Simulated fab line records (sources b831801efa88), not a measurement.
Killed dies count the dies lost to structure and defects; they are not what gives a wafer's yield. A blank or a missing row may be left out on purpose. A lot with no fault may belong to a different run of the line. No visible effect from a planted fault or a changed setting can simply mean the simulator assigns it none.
Chamber matching + flow gf180mcu + GF_STI_CMP_25 on cmp-01 has 4 sister chambers
The step polishes, stops on Si3N4, t overpolish 33 s, target thk 524.6 nm. 4 wafers are shown with their chamber, then 7 later ones without.

## WAFERS WITH THEIR CHAMBER
| wafer  | chamber | motorCurrentA (A) |
|--------|---------|-------------------|
| L519.1 | 1       | 11.7              |
| L519.4 | 0       | 10.7              |
| L520.1 | 3       | 15.8              |
| L520.2 | 2       | 9.9               |

## WAFERS MISSING THEIR CHAMBER
| wafer  | motorCurrentA (A) |
|--------|-------------------|
| L520.6 | 16.5              |
| L521.1 | 11.4              |
| L521.3 | 9.5               |
| L521.5 | 15.8              |
| L530.1 | 11.8              |
| L530.2 | 9.7               |
| L530.3 | 16.2              |

## CHAMBER TAKEN BY EACH
| wafer  | from the rows above     | in truth |
|--------|-------------------------|----------|
| L520.6 | 3                       | 3        |
| L521.1 | can't be placed: 1 or 0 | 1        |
| L521.3 | 2                       | 2        |
| L521.5 | 3                       | 3        |
| L530.1 | 1                       | 1        |
| L530.2 | 2                       | 2        |
| L530.3 | 3                       | 3        |
6 of 7 placed correctly. From these rows, 1 cannot be placed; in 1 the true chamber is one of the candidates. 0 placed wrongly.
How it was worked out, from the rows above alone: a wafer's distance from a chamber is the root of the sum, over the readings, of the square of ((its reading less the chamber's mean) divided by the reading's scatter). The wafer belongs to the nearest chamber; if the next one is less than 2 further off, it can't be placed. The mean given for a chamber averages the wafers shown for that chamber. The scatter (one wafer shown for each chamber): square how far every hidden wafer sits from the nearest shown wafer, average those squares and take the square root.
